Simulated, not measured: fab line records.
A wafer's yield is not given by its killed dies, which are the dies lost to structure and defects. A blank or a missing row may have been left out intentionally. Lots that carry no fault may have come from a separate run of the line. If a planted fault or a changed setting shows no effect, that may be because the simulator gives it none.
fab line records	flow sky130
record lots=6	wafers=18	lastDay=50
route steps=708 shown POLY_GATE@222 PAD_OPEN@708
lots that met no fault: from a run of the same line without faults
startH: start of the lot's first displayed wafer, in hours after the record's first day	waitH: hours since the lot's step before	" identical to the entry in the row above	L1.1+2: a single row standing in for several wafers	- no value, or no start given	* or withheld: withheld	< > ~ a bound
route shown NAME@n: names a module that has steps shown in the file, with the first one's number in the route	usual: mean/standard deviation of fault-free wafers	same: alike in all rows	chamber/n: place in a boat	sites: per-site readings	_std_site: how widely they spread, as a standard deviation	_edge_site: mean of outer sites minus mean of inner sites	radiusMm: how far each site lies from the wafer's centre	mask NAME#n: copy n	behind: the tool/chamber that last shaped the wafer	hold: why the lot was held/for how many hours/how that ended	device: names the non-switching transistor (n, p or np)	end of line: the route-end tests of the same wafers	for a step that has no rows: nothing shown but its recipe	killed: dies that structure and defects cost at the first sort, which is not the same as the wafer's yield	map: the dies of a wafer, with x for killed, . for not killed, _ for no die there
set.NAME: the setting as run; set.NAME@STEP: as run at that earlier step	model.NAME: the simulator's own value behind a step, which no gauge read
lots at some steps of the route; a table a step, a row a wafer
services: the hour from which a tool's chamber was out of use, counted from the record's first day as startH (under 0 if before that day), plus the number of hours and why
## steps
# step SKY_POLY_GATE_COAT_08
# recipe resist=KrF-thick	spinRpm=3000	resistThkNm=450
# step SKY_POLY_GATE_SOFTBAKE_09
# recipe tempC=100	timeS=90	resist=KrF-thick
# step SKY_POLY_GATE_EXPOSE_10
# recipe maskId=P1M	na=0.68	sourceShape=conventional	sigmaOuter=0.6	targetCdNm=150	doseMj=28
# step SKY_POLY_GATE_PEB_11
# recipe pebTempC=withheld	pebTimeS=withheld	resist=KrF-thick
# step SKY_POLY_GATE_DEVELOP_12
# recipe developTimeS=60	resist=KrF-thick	devTempC=21
# step SKY_POLY_GATE_CD_MEAS_13
# recipe targetCdNm=150
# usual cdNm=150.0/1.5
lot.wafer	tool	chamber	startH	waitH	cdNm
L585.2	cdSem-01	-	366.77	-	149.2
L585.3	"	-	"	"	150.5
L585.6	"	-	"	"	149.5
L586.2	cdSem-01	-	374.57	-	148.5
L586.3	"	-	"	"	150.7
L586.6	"	-	"	"	149.1
L594.2	cdSem-02	-	454.63	-	152.4
L594.3	"	-	"	"	151.4
L594.5	"	-	"	"	151.3
L599.1	cdSem-01	-	493.85	-	151.3
L599.4	"	-	"	"	150.7
L599.6	"	-	"	"	151.3
L602.3	cdSem-01	-	517.78	-	149.8
L602.5	"	-	"	"	148.5
L602.6	"	-	"	"	150.5
L607.1	cdSem-01	-	560.56	-	148.6
L607.5	"	-	"	"	147.2
L607.6	"	-	"	"	147.9
# step SKY_POLY_GATE_OVL_MEAS_14
# usual POLY_GATE_OVL=-5/5.1
lot.wafer	tool	chamber	startH	waitH	POLY_GATE_OVL[nm]
L585.2	overlay-02	-	366.87	0.1	-4
L585.3	"	-	"	"	-5
L585.6	"	-	"	"	-7
L586.2	overlay-01	-	374.68	0.1	4
L586.3	"	-	"	"	5
L586.6	"	-	"	"	4
L594.2	overlay-01	-	454.74	0.1	6
L594.3	"	-	"	"	7
L594.5	"	-	"	"	4
L599.1	overlay-02	-	493.97	0.1	-7
L599.4	"	-	"	"	-2
L599.6	"	-	"	"	-8
L602.3	overlay-02	-	517.88	0.1	-8
L602.5	"	-	"	"	-6
L602.6	"	-	"	"	-13
L607.1	overlay-01	-	560.68	0.1	-7
L607.5	"	-	"	"	-10
L607.6	"	-	"	"	-4
# step SKY_POLY_GATE_ETCH_15
# recipe chemistry=N2/H2	target=BARC	ionEnergyEv=200	sourceW=500	biasW=100	pressureMtorr=30	n2FlowSccm=100	h2FlowSccm=200	stopOn=SiO2	timeS=118.5	targetDepthA=1100
# usual drypumpMotorCurrentA=5.7/0.38	oesProductAu=0.716/0.0047	rfFwdPowerW=497.5/1.7	throttleValvePct=13.213/0.0094
lot.wafer	tool	chamber	startH	waitH	drypumpMotorCurrentA	oesProductAu	rfFwdPowerW	rfHoursCounterH	throttleValvePct
L585.2	rieDiel-02	3	366.90	0.0	5.6	0.726	494.9	111	13.205
L585.3	"	1	"	"	6.0	0.725	497.0	3	13.226
L585.6	"	0	"	"	5.5	0.713	496.4	-	13.204
L586.2	rieDiel-03	3	374.71	0.0	5.4	0.711	499.8	5	13.216
L586.3	"	1	"	"	5.6	0.719	497.5	2	13.223
L586.6	"	2	"	"	5.6	0.715	499.9	-	13.215
L594.2	rieDiel-03	3	454.77	0.0	5.3	0.723	496.9	6	13.205
L594.3	"	2	"	"	5.7	0.701	497.5	92	13.217
L594.5	"	0	"	"	6.0	0.716	499.0	-	13.207
L599.1	rieDiel-03	3	494.01	0.0	5.4	0.721	498.5	7	13.225
L599.4	"	0	"	"	5.9	0.720	495.6	-	13.207
L599.6	"	1	"	"	5.6	0.723	497.0	-	13.225
L602.3	rieDiel-03	1	517.90	0.0	5.6	0.714	497.2	5	13.202
L602.5	"	2	"	"	5.6	0.715	499.5	-	13.215
L602.6	"	3	"	"	5.4	0.713	497.3	-	13.204
L607.1	rieDiel-03	2	560.72	0.0	5.6	0.718	497.9	1	13.212
L607.5	"	2	"	"	5.6	0.712	498.3	-	13.215
L607.6	"	3	"	"	5.4	0.717	500.1	-	13.221
# step SKY_POLY_GATE_ETCH_16
# recipe stopOn=poly-Si	chemistry=CH3F/O2	target=Si3N4	sourceW=400	biasW=80	pressureMtorr=25	ch3fFlowSccm=40	O2_flow_sccm=30	timeS=147.5	targetDepthA=750
# usual drypumpMotorCurrentA=5.7/0.38	oesProductAu=0.641/0.005	rfFwdPowerW=398.4/1.3	throttleValvePct=10.535/0.0093
lot.wafer	tool	chamber	startH	waitH	drypumpMotorCurrentA	oesProductAu	rfFwdPowerW	rfHoursCounterH	throttleValvePct
L585.2	rieDiel-02	3	366.98	0.0	5.7	0.649	396.2	111	10.534
L585.3	"	1	"	"	6.0	0.647	397.9	3	10.556
L585.6	"	0	"	"	5.5	0.644	396.1	-	10.548
L586.2	rieDiel-03	3	374.79	0.0	5.3	0.636	397.4	5	10.544
L586.3	"	1	"	"	5.5	0.643	397.9	2	10.539
L586.6	"	2	"	"	5.6	0.638	396.8	-	10.521
L594.2	rieDiel-03	3	454.85	0.0	5.4	0.647	397.2	6	10.542
L594.3	"	2	"	"	5.6	0.647	399.0	92	10.544
L594.5	"	0	"	"	5.9	0.643	398.2	-	10.536
L599.1	rieDiel-03	3	494.09	0.0	5.4	0.637	398.5	7	10.547
L599.4	"	0	"	"	5.9	0.641	399.4	-	10.530
L599.6	"	1	"	"	5.6	0.645	398.7	-	10.545
L602.3	rieDiel-03	1	517.98	0.0	5.5	0.644	398.5	5	10.545
L602.5	"	2	"	"	5.6	0.636	399.4	-	10.544
L602.6	"	3	"	"	5.4	0.634	399.2	-	10.539
L607.1	rieDiel-03	2	560.80	0.0	5.6	0.637	398.9	1	10.534
L607.5	"	2	"	"	5.6	0.639	399.8	-	10.519
L607.6	"	3	"	"	5.4	0.639	399.5	-	10.529
# step SKY_POLY_GATE_ETCH_17
# recipe targetDepthNm=180	stopOn=SiO2	overEtchFrac=0.56667	chemistry=HBr/Cl2	target=poly-Si	icpW=400	biasW=96.11	pressureMtorr=10	HBr_flow_sccm=150	Cl2_flow_sccm=50	timeS=70.5
# usual drypumpMotorCurrentA=5.51/0.3	oesProductAu=0.984/0.0061	rfFwdPowerW=396.5/1.4	throttleValvePct=33.685/0.0088
lot.wafer	tool	chamber	startH	waitH	drypumpMotorCurrentA	oesProductAu	rfFwdPowerW	rfHoursCounterH	throttleValvePct
L585.2	rieSi-02	1	367.08	0.0	5.32	0.984	396.7	85	33.685
L585.3	"	2	"	"	5.21	0.988	395.8	61	33.673
L585.6	"	3	"	"	5.68	0.991	396.0	-	33.671
L586.2	rieSi-01	1	374.89	0.0	6.03	0.985	396.5	2	33.691
L586.3	"	0	"	"	5.93	0.985	398.1	6	33.704
L586.6	"	2	"	"	5.30	0.982	396.2	-	33.677
L594.2	rieSi-02	0	454.95	0.0	5.43	0.990	395.2	2	33.691
L594.3	"	1	"	"	5.28	0.979	393.9	0	33.691
L594.5	"	1	"	"	5.29	0.987	396.8	-	33.697
L599.1	rieSi-01	1	494.19	0.0	6.02	0.973	399.4	3	33.688
L599.4	"	2	"	"	5.29	0.977	395.6	1	33.696
L599.6	"	3	"	"	5.17	0.973	395.1	-	33.673
L602.3	rieSi-02	3	518.08	0.0	5.66	0.980	397.6	2	33.687
L602.5	"	1	"	"	5.29	0.993	396.2	-	33.693
L602.6	"	3	"	"	5.65	0.995	396.0	-	33.686
L607.1	rieSi-01	2	560.90	0.0	5.35	0.981	397.5	1	33.692
L607.5	"	2	"	"	5.36	0.979	398.4	-	33.699
L607.6	"	1	"	"	5.97	0.982	397.8	-	33.694
# step SKY_POLY_GATE_STRIP_18
# recipe chemistry=O2/N2	powerW=1400	pressureMtorr=1500	platenTempC=withheld	o2FlowSccm=3000	n2FlowSccm=300	overashFraction=0.5
# usual drypumpMotorCurrentA=5.7/0.57	o2FlowSccm=3001/8.4	oesProductAu=0.360/0.0044	stripTimeToEndpointS=3.165/0.028
lot.wafer	tool	chamber	startH	waitH	drypumpMotorCurrentA	o2FlowSccm	oesProductAu	rfHoursCounterH	stripTimeToEndpointS
L585.2	plasmaAsher-04	0	367.14	0.0	6.3	2999	0.361	51	3.162
L585.3	"	0	"	"	6.3	3002	0.356	-	3.170
L585.6	"	0	"	"	6.3	3001	0.359	-	3.159
L586.2	plasmaAsher-04	0	374.94	0.0	6.4	3001	0.364	52	3.191
L586.3	"	0	"	"	6.4	3005	0.361	-	3.153
L586.6	"	1	"	"	5.4	2990	0.363	-	3.190
L594.2	plasmaAsher-03	0	455.00	0.0	5.7	3012	0.369	34	3.197
L594.3	"	1	"	"	4.7	3004	0.359	-	3.196
L594.5	"	1	"	"	4.6	2997	0.359	-	3.173
L599.1	plasmaAsher-03	1	494.24	0.0	4.7	3001	0.360	38	3.237
L599.4	"	0	"	"	5.7	3018	0.367	-	3.200
L599.6	"	0	"	"	5.7	3003	0.362	-	3.198
L602.3	plasmaAsher-03	0	518.17	0.1	5.7	2999	0.363	-	3.122
L602.5	"	1	"	"	4.6	2992	0.364	-	3.155
L602.6	"	0	"	"	5.7	2993	0.360	-	3.156
L607.1	plasmaAsher-02	0	560.95	0.0	6.2	3025	0.361	90	3.177
L607.5	"	0	"	"	6.2	3023	0.369	-	3.146
L607.6	"	1	"	"	5.8	2995	0.359	-	3.143
# step SKY_POLY_GATE_CLEAN_19
# recipe chemistry=SC1/SC2	mix=1:4:20	tempC=70	timeS=150	dry=n2Spin
# step SKY_POLY_GATE_OXIDATION_20
# recipe tempC=850	ambient=O2	stabiliseS=600	purgeS=300	targetThkA=40	oxTimeS=899
# usual spikeTcCentreC=850.4/1.1	zonePowerCentrePct=15.6/0.84
lot.wafer	tool	chamber	startH	waitH	spikeTcCentreC	zonePowerCentrePct	model.SiO2_of_POLY_GATE_OXIDATION_20.thkNm
L585.2	furnace-01	0	367.61	0.3	848.2	16.4	3.954
L585.3	"	0	"	"	849.3	16.0	4.036
L585.6	"	0	"	"	849.4	16.1	3.965
L586.2	furnace-02	0	375.09	0.0	850.4	14.7	4.204
L586.3	"	0	"	"	851.7	14.6	4.096
L586.6	"	0	"	"	851.4	14.7	4.106
L594.2	furnace-01	0	456.28	1.1	850.7	16.3	3.899
L594.3	"	0	"	"	849.7	16.2	3.905
L594.5	"	0	"	"	848.5	16.5	3.886
L599.1	furnace-02	0	494.39	0.0	853.0	14.5	3.525
L599.4	"	0	"	"	852.6	14.5	3.495
L599.6	"	0	"	"	849.6	14.5	3.443
L602.3	furnace-02	0	519.25	1.0	850.6	14.4	3.555
L602.5	"	0	"	"	851.5	14.8	3.548
L602.6	"	0	"	"	853.6	14.7	3.553
L607.1	furnace-01	0	561.30	0.2	849.4	16.1	3.927
L607.5	"	0	"	"	850.3	16.2	3.833
L607.6	"	0	"	"	848.9	16.2	3.837
# step SKY_POLY_GATE_THK_MEAS_21
# recipe reads=SiO2_of_POLY_GATE_OXIDATION_20
# usual POLY_GATE_OXIDATION_THK=3.98/0.089
lot.wafer	tool	chamber	startH	waitH	hold	POLY_GATE_OXIDATION_THK[nm]
L585.2	filmMetro-02	-	368.87	0.0	-	3.93
L585.3	"	-	"	"	-	4.03
L585.6	"	-	"	"	-	3.98
L586.2	filmMetro-01	-	376.35	0.0	-	4.20
L586.3	"	-	"	"	-	4.11
L586.6	"	-	"	"	-	4.13
L594.2	filmMetro-01	-	457.54	0.0	-	3.89
L594.3	"	-	"	"	-	3.92
L594.5	"	-	"	"	-	3.82
L599.1	filmMetro-04	-	495.64	0.0	awaitDispo/0.2h/release	3.51
L599.4	"	-	"	"	awaitDispo/0.2h/release	3.50
L599.6	"	-	"	"	awaitDispo/0.2h/release	3.41
L599.1	filmMetro-04	-	495.87	0.2	-	3.51
L599.4	"	-	"	"	-	3.50
L599.6	"	-	"	"	-	3.46
L602.3	filmMetro-02	-	520.52	0.0	awaitDispo/0.2h/release	3.57
L602.5	"	-	"	"	awaitDispo/0.2h/release	3.56
L602.6	"	-	"	"	awaitDispo/0.2h/release	3.55
L602.3	filmMetro-02	-	520.75	0.2	-	3.58
L602.5	"	-	"	"	-	3.54
L602.6	"	-	"	"	-	3.55
L607.1	filmMetro-02	-	562.55	0.0	-	3.91
L607.5	"	-	"	"	-	3.91
L607.6	"	-	"	"	-	3.85
# step SKY_POLY_GATE_CD_MEAS_22
# usual cdNm=149.5/2
lot.wafer	tool	chamber	startH	waitH	hold	cdNm
L585.2	cdSem-01	-	368.95	0.1	-	148.0
L585.3	"	-	"	"	-	149.5
L585.6	"	-	"	"	-	149.8
L586.2	cdSem-01	-	376.43	0.1	-	150.1
L586.3	"	-	"	"	-	151.0
L586.6	"	-	"	"	-	150.3
L594.2	cdSem-02	-	457.62	0.1	-	150.7
L594.3	"	-	"	"	-	150.8
L594.5	"	-	"	"	-	149.6
L599.1	cdSem-01	-	501.44	5.6	awaitDispo/5.5h/release	146.5
L599.4	"	-	"	"	awaitDispo/5.5h/release	148.8
L599.6	"	-	"	"	awaitDispo/5.5h/release	150.7
L602.3	cdSem-01	-	523.18	2.4	awaitDispo/2.1h/release	149.6
L602.5	"	-	"	"	awaitDispo/2.1h/release	145.3
L602.6	"	-	"	"	awaitDispo/2.1h/release	147.4
L607.1	cdSem-01	-	562.61	0.1	-	147.7
L607.5	"	-	"	"	-	145.4
L607.6	"	-	"	"	-	145.8
# step SKY_PAD_OPEN_PROBE_99
# usual killed_at_M0_to_M3=43/6.9	killed_at_M4_up=3.2/2	killedAtContacts=25/5.1	killedAtFrontEnd=15/4.5	killedAtOther=0.2/0.51	killedDies=85/9.5	killedOpen=48/6.9	killedShort=38/6.7
# same grossDies=492	killedAtBackSide=0
lot.wafer	tool	chamber	startH	waitH	killed_at_M0_to_M3	killed_at_M4_up	killedAtContacts	killedAtFrontEnd	killedAtOther	killedDies	killedOpen	killedShort	model.etest.tipSonos.rsOhmSq	model.etest.tipN.rsOhmSq
L585.2	prober-02	-	1070.20	0.1	40	5	19	13	0	77	46	31	2697	439.1
L585.3	prober-02	-	1070.25	0.2	50	1	21	16	1	89	50	39	2660	437.4
L585.6	prober-02	-	1070.40	0.2	47	4	31	15	0	97	46	51	2644	437.7
L586.2	prober-01	-	1075.98	0.1	43	1	26	8	0	78	51	27	2795	448.9
L586.3	prober-01	-	1076.03	0.2	37	3	16	25	0	81	40	41	2719	446.9
L586.6	prober-01	-	1076.18	0.2	42	3	19	10	2	76	43	33	2761	444.3
L594.2	prober-01	-	1129.71	0.1	38	4	29	18	0	89	47	42	2596	441.5
L594.3	prober-01	-	1129.76	0.2	39	3	31	13	0	86	45	41	2666	444.5
L594.5	prober-01	-	1129.86	0.2	32	2	28	20	0	82	43	39	2660	440
L599.1	prober-02	-	1152.47	0.1	36	4	25	11	0	76	43	33	2685	436.4
L599.4	prober-02	-	1152.62	0.2	49	2	27	10	0	88	49	39	2644	442.7
L599.6	prober-02	-	1152.72	0.2	65	1	24	13	1	104	62	42	2661	438.4
L602.3	prober-01	-	1167.07	0.2	34	7	29	10	0	80	48	32	2558	439
L602.5	prober-01	-	1167.17	0.2	42	2	28	14	1	87	47	40	2548	434.9
L602.6	prober-01	-	1167.22	0.2	47	2	19	11	0	79	44	35	2537	437.3
L607.1	prober-02	-	1192.80	0.1	42	2	17	16	0	77	45	32	2663	436.5
L607.5	prober-02	-	1193.00	0.2	42	0	28	20	1	91	52	39	2663	440.3
L607.6	prober-02	-	1193.05	0.2	42	1	17	24	0	84	46	38	2632	440.2
# killed by level:class
L585.2 VIA3:geometricParticle:open=8 VIA1:geometricParticle:open=8 CONTACT:geometricParticle:open=7 VIA2:geometricParticle:open=7 CONTACT:geometricParticle:short=6 VIA3:geometricParticle:short=4 FIELD_ISO:geometricParticle:open=3 FIELD_ISO:geometricParticle:short=3
L585.3 VIA3:geometricParticle:open=10 VIA1:geometricParticle:open=9 METAL1:geometricParticle:short=8 LI_CONTACT:geometricParticle:open=7 VIA1:geometricParticle:short=7 CONTACT:geometricParticle:open=6 VIA2:geometricParticle:open=5 FIELD_ISO:geometricParticle:open=4
L585.6 VIA1:geometricParticle:open=12 VIA3:geometricParticle:open=10 VIA1:geometricParticle:short=9 LI_CONTACT:geometricParticle:short=8 CONTACT:geometricParticle:short=7 FIELD_ISO:geometricParticle:open=6 LI_CONTACT:geometricParticle:open=6 CONTACT:geometricParticle:open=6
L586.2 VIA1:geometricParticle:open=12 CONTACT:geometricParticle:open=10 LI_CONTACT:geometricParticle:open=8 VIA3:geometricParticle:open=8 VIA2:geometricParticle:open=6 METAL1:geometricParticle:short=5 METAL2:geometricParticle:short=5 POLY_GATE:geometricParticle:open=3
L586.3 VIA1:geometricParticle:open=11 FIELD_ISO:geometricParticle:short=6 POLY_GATE:geometricParticle:short=6 FIELD_ISO:geometricParticle:open=5 POLY_GATE:geometricParticle:open=5 CONTACT:geometricParticle:open=5 VIA2:geometricParticle:open=5 METAL2:geometricParticle:short=4
L586.6 VIA1:geometricParticle:open=10 METAL1:geometricParticle:short=7 VIA2:geometricParticle:open=7 CONTACT:geometricParticle:open=6 LI_CONTACT:geometricParticle:open=5 LOCAL_INTERCONNECT:geometricParticle:short=4 VIA1:geometricParticle:short=3 METAL2:geometricParticle:short=3
L594.2 CONTACT:geometricParticle:open=10 METAL1:geometricParticle:short=9 VIA1:geometricParticle:open=9 LI_CONTACT:geometricParticle:open=8 POLY_GATE:geometricParticle:short=5 CONTACT:geometricParticle:short=5 FIELD_ISO:geometricParticle:open=4 POLY_GATE:geometricParticle:open=4
L594.3 CONTACT:geometricParticle:short=10 CONTACT:geometricParticle:open=9 VIA3:geometricParticle:open=9 VIA2:geometricParticle:open=8 VIA1:geometricParticle:open=7 LI_CONTACT:geometricParticle:open=5 METAL1:geometricParticle:short=5 LOCAL_INTERCONNECT:geometricParticle:short=4
L594.5 CONTACT:geometricParticle:open=9 LI_CONTACT:geometricParticle:open=8 VIA1:geometricParticle:open=7 FIELD_ISO:geometricParticle:short=4 FIELD_ISO:geometricParticle:open=4 LOCAL_INTERCONNECT:geometricParticle:short=4 METAL2:geometricParticle:short=4 VIA3:geometricParticle:short=4
L599.1 VIA1:geometricParticle:open=10 LI_CONTACT:geometricParticle:open=8 CONTACT:geometricParticle:open=8 VIA1:geometricParticle:short=8 VIA3:geometricParticle:open=5 FIELD_ISO:geometricParticle:open=4 POLY_GATE:geometricParticle:short=4 METAL2:geometricParticle:short=4
L599.4 VIA1:geometricParticle:open=14 CONTACT:geometricParticle:open=11 VIA1:geometricParticle:short=9 VIA2:geometricParticle:open=8 LI_CONTACT:geometricParticle:open=5 LOCAL_INTERCONNECT:geometricParticle:short=5 VIA3:geometricParticle:open=5 CONTACT:geometricParticle:short=4
L599.6 VIA1:geometricParticle:open=21 VIA3:geometricParticle:open=11 METAL1:geometricParticle:short=8 LI_CONTACT:geometricParticle:open=8 VIA1:geometricParticle:short=8 VIA2:geometricParticle:open=6 CONTACT:geometricParticle:open=6 LOCAL_INTERCONNECT:geometricParticle:short=5
L602.3 CONTACT:geometricParticle:open=16 VIA1:geometricParticle:open=8 LI_CONTACT:geometricParticle:open=7 VIA2:geometricParticle:open=6 POLY_GATE:geometricParticle:short=5 METAL1:geometricParticle:short=5 VIA3:geometricParticle:open=5 VIA1:geometricParticle:short=4
L602.5 CONTACT:geometricParticle:open=9 VIA1:geometricParticle:open=9 LI_CONTACT:geometricParticle:open=7 VIA1:geometricParticle:short=6 METAL2:geometricParticle:short=6 LOCAL_INTERCONNECT:geometricParticle:short=5 FIELD_ISO:geometricParticle:short=4 FIELD_ISO:geometricParticle:open=4
L602.6 VIA1:geometricParticle:open=12 VIA3:geometricParticle:open=7 CONTACT:geometricParticle:open=6 LI_CONTACT:geometricParticle:short=5 VIA2:geometricParticle:open=5 METAL1:geometricParticle:short=5 VIA1:geometricParticle:short=5 POLY_GATE:geometricParticle:short=3
L607.1 VIA1:geometricParticle:open=12 VIA2:geometricParticle:open=6 LI_CONTACT:geometricParticle:open=6 CONTACT:geometricParticle:open=5 FIELD_ISO:geometricParticle:open=4 VIA2:geometricParticle:short=4 VIA3:geometricParticle:open=4 METAL2:geometricParticle:short=4
L607.5 LI_CONTACT:geometricParticle:open=8 CONTACT:geometricParticle:open=8 VIA3:geometricParticle:open=7 METAL1:geometricParticle:short=6 METAL2:geometricParticle:short=6 FIELD_ISO:geometricParticle:open=5 POLY_GATE:geometricParticle:short=5 VIA1:geometricParticle:short=5
L607.6 FIELD_ISO:geometricParticle:short=7 METAL2:geometricParticle:short=7 CONTACT:geometricParticle:open=7 VIA1:geometricParticle:open=7 VIA3:geometricParticle:open=6 FIELD_ISO:geometricParticle:open=5 POLY_GATE:geometricParticle:open=4 LI_CONTACT:geometricParticle:open=4
## services
tool	chamber	startH	hours	kind
plasmaAsher-04	-	348.73	13.9	repair
rieSi-02	-	363.58	0.4	repair
plasmaAsher-02	-	367.86	12.4	repair
rieDiel-02	1	375.96	4.3	repair
rieDiel-03	2	392.90	2.6	repair
rieSi-01	3	401.31	3.9	repair
furnace-02	-	401.66	4.3	pm
rieSi-02	1	404.94	6.8	repair
plasmaAsher-04	-	407.49	2.8	pm
rieSi-01	0	408.68	4.7	repair
rieDiel-03	0	412.91	2.7	repair
rieSi-02	0	455.54	5.2	repair
rieSi-02	-	460.74	36.7	repair
plasmaAsher-03	-	463.79	1.7	repair
plasmaAsher-03	-	471.92	1.0	repair
furnace-02	-	479.57	4.8	pm
rieDiel-03	2	483.75	-	clean
rieDiel-03	2	483.75	23.7	scheduledDown
furnace-01	-	484.38	4.3	pm
plasmaAsher-04	-	490.14	3.5	repair
plasmaAsher-03	-	496.46	1.6	repair
rieSi-01	-	515.01	2.8	pm
rieSi-02	-	525.63	0.9	repair
rieDiel-03	-	527.46	0.9	repair
## key
firstSign step=SKY_POLY_GATE_THK_MEAS_21	reading=visit	direction=added
effect step=SKY_POLY_GATE_THK_MEAS_21	reading=POLY_GATE_OXIDATION_THK	direction=down	sigmas=5.3	usual=3.98	struck=3.52
modelEffect step=SKY_POLY_GATE_OXIDATION_20	value=SiO2_of_POLY_GATE_OXIDATION_20.thkNm	without=4.127	struck=3.52
modelEffect step=SKY_PAD_OPEN_PROBE_99	value=etest.tipSonos.rsOhmSq	without=2685	struck=2606
metAt SKY_POLY_GATE_OXIDATION_20
struckWafers L599.1,L599.4,L599.6,L602.3,L602.5,L602.6
testerLeftOut L599,L602
onsetBetween 375.09 494.39
alsoFits SKY_POLY_GATE_STRIP_18:plasmaAsher-03
fault kind=processParameterDrift	tool=furnace-02	chamber=-	onsetH=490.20	steps=SKY_POLY_GATE_OXIDATION_20	channel=oxTimeS	offset=*	shape=step	endH=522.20	actsIn=*	stated=*
# testerLeftOut: of these lots the tester's yield and bins aren't shown, on N5 and GAA mostly nor the transistor test; their killed dies are dies lost to structure and defects alone, not to doping, threshold or leakage, so they don't give the yield
